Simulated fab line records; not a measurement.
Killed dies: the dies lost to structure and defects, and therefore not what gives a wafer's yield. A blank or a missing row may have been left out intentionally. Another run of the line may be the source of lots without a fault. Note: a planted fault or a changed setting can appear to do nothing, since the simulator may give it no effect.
The tool behind it: which one? -- flow sky130 -- 6 lots, 18 wafers sampled, at 1 step of a route of 708

WHAT EACH GAUGE READ, for each wafer
SKY_SONOS_TUNNEL_CD_MEAS_07 targets a cd of 410 nm.
lot,measured,on,cd-nm (nm)
L601,day 12 05:04,cd-sem-01,409.1 410.6 408.9
L604,day 13 05:08,cd-sem-02,406.8 407.9 409.0
L610,day 15 06:11,cd-sem-01,409.3 410.8 412.3
L612,day 15 19:33,cd-sem-01,411.6 411.9 410.5
L618,day 17 18:51,cd-sem-01,410.1 407.3 408.5
L620,day 18 14:37,cd-sem-01,413.0 411.2 408.9

WHAT TOOL EACH LOT RAN ON (gives the tool, then ch and the chambers of the sampled wafers, and finally the start)
No process step before these readings appears in the record.

THE ANSWER, worked out from the rows above alone
Rule: the lots themselves supply what counts as usual. Put in order of their means at a reading, lots are off if they are a third of the lots or fewer, leave a main group of 4 or more, and stand apart from it by a gap of 3 or more times the standard deviation of the main group's means; of several such gaps the widest counts. The tables above print the reading to a certain number of digits; a main group whose means all agree to those digits is not used. A lot without any number at a reading at which 4 lots or more have one is off too. The other lots that the step has rows for count as sound.
No lot is off on any of the readings shown, so nothing can be concluded from this.

WHAT WAS PUT IN BY THE SIMULATOR
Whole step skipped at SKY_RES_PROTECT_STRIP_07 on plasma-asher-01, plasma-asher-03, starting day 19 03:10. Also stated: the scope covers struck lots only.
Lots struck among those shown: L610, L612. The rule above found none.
